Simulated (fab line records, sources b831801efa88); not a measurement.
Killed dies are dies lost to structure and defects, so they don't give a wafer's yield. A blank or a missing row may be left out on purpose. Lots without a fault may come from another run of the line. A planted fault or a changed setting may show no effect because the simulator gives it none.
Split-lot experiment | flow sfq_line | 5 lots, 27 wafers read, on a route of 325 steps

THE SPLIT
At SFQ_TRILAYER_C5_BARC_OPEN_VIA_ETCH_210 (etches BARC in O2, target depth 125 nm, time 41.7 s), the setting time_s was moved away from the recipe's 41.7 s on 9 of the 27 wafers read, by -47.5% to +29.5%. The other wafers ran this setting at the recipe's value.

The reading is taken at the split's own step.

THE READING
oes_product_au, in a.u., at SFQ_TRILAYER_C5_BARC_OPEN_VIA_ETCH_210 (etches BARC in O2, target depth 125 nm, time 41.7 s). Fault-free wafers of this fab line usually give 0.685 a.u., standard deviation 0.0042 a.u..

wafer  | tool, chamber at the split | time_s as run, s | against the recipe | oes_product_au, a.u. | against lot-mates on the recipe
L074.1 | rie_diel-03, 1             | 41.7             | recipe             | 0.692                | -
L074.2 | rie_diel-03, 3             | 41.7             | recipe             | 0.679                | -
L074.3 | rie_diel-03, 0             | 54               | +29.5%             | 0.656                | -0.028
L074.4 | rie_diel-03, 2             | 54               | +29.5%             | 0.654                | -0.030
L074.5 | rie_diel-03, 0             | 54               | +29.5%             | 0.658                | -0.026
L074.6 | rie_diel-03, 3             | 41.7             | recipe             | 0.682                | -
L078.1 | rie_diel-03, 2             | 21.91            | -47.5%             | 0.964                | +0.274
L078.2 | rie_diel-03, 3             | 41.7             | recipe             | 0.690                | -
L078.3 | rie_diel-03, 1             | 21.91            | -47.5%             | 0.965                | +0.275
L078.4 | rie_diel-03, 0             | 41.7             | recipe             | 0.688                | -
L078.5 | rie_diel-03, 2             | 41.7             | recipe             | 0.692                | -
L078.6 | rie_diel-03, 3             | 21.91            | -47.5%             | 0.962                | +0.272
L079.1 | rie_diel-03, 2             | 41.7             | recipe             | 0.693                | -
L079.2 | rie_diel-03, 3             | 41.7             | recipe             | 0.688                | -
L079.3 | rie_diel-03, 1             | 41.7             | recipe             | 0.689                | -
L079.4 | rie_diel-03, 0             | 41.7             | recipe             | 0.689                | -
L079.5 | rie_diel-03, 1             | 41.7             | recipe             | 0.685                | -
L079.6 | rie_diel-03, 2             | 41.7             | recipe             | 0.684                | -
L082.2 | rie_diel-03, 1             | 41.7             | recipe             | 0.684                | -
L082.3 | rie_diel-03, 2             | 41.7             | recipe             | 0.681                | -
L082.5 | rie_diel-03, 0             | 41.7             | recipe             | 0.677                | -
L085.1 | rie_diel-02, 1             | 30.53            | -26.8%             | 0.797                | +0.113
L085.2 | rie_diel-02, 2             | 30.53            | -26.8%             | 0.795                | +0.111
L085.3 | rie_diel-02, 3             | 41.7             | recipe             | 0.691                | -
L085.4 | rie_diel-02, 0             | 41.7             | recipe             | 0.678                | -
L085.5 | rie_diel-02, 2             | 41.7             | recipe             | 0.683                | -
L085.6 | rie_diel-02, 3             | 30.53            | -26.8%             | 0.804                | +0.120

THE FIT
A straight line over all 27 wafers: oes_product_au changes by -0.00423 a.u. for each +1% of time_s; r = -0.92; the points scatter about the line by 0.038 a.u..
The same after taking each lot's own level away (the mean of its wafers on the recipe; 27 wafers): -0.00418 a.u. for each +1%; r = -0.92; scatter 0.037 a.u..
On that fit, the largest move of time_s shifts the reading by 0.2 a.u..
The lots' own levels span 0.6807 to 0.6900 a.u., that is 2.2 times the standard deviation above.
So the lot-to-lot level changes the slope little: the two slopes agree.
Check: with one of the wafers moved furthest among these (-47.5%) left out of the fit, the line predicts +0.203 a.u. for it against its lot-mates. It came out at +0.274 a.u. against them.
Tool readings at the split's step, against how far the setting was moved: oes_product_au r = -0.92.

OTHER SPLITS ON THESE WAFERS
These wafers also went through other splits before the reading. Each is held against what the fit with the lots' levels taken away leaves over:
other split on the same wafers                    | wafers away from the commonest value | r with oes_product_au (lot level and that fit taken away)
SFQ_TRILAYER_M3_DEP_SPUTTER_073 time_s            | 9                                    | -0.21
SFQ_TRILAYER_I3_VIA_BARC_OPEN_VIA_ETCH_121 time_s | 9                                    | -0.09
SFQ_TRILAYER_I4_DEP_PECVD_099 time_s              | 9                                    | -0.41
SFQ_TRILAYER_M5_BARC_OPEN_METAL_ETCH_161 time_s   | 6                                    | +0.34
SFQ_TRILAYER_R5_BARC_OPEN_METAL_ETCH_177 time_s   | 9                                    | +0.05

THE WHOLE CHAIN: every reading that the file lists as answering this split, in the file's order
step                                   | what it does                                        | reading                                                                                   | change (the file's fit)                  | r (the file's)
SFQ_TRILAYER_C5_BARC_OPEN_VIA_ETCH_210 | etches BARC in O2, target depth 125 nm, time 41.7 s | oes_product_au                                                                            | -0.0044 a.u. for each +1% of the setting | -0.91
SFQ_TRILAYER_C5_BARC_OPEN_VIA_ETCH_210 | etches BARC in O2, target depth 125 nm, time 41.7 s | KrF_of_TRILAYER_C5_LITHO_COAT_151.thk_nm (the simulator's own value, which no gauge read) | -0.493 nm for each +1% of the setting    | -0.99

THE FILE'S OWN FIT
oes_product_au changes by -0.0044 a.u. for each +1% of time_s, r = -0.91.
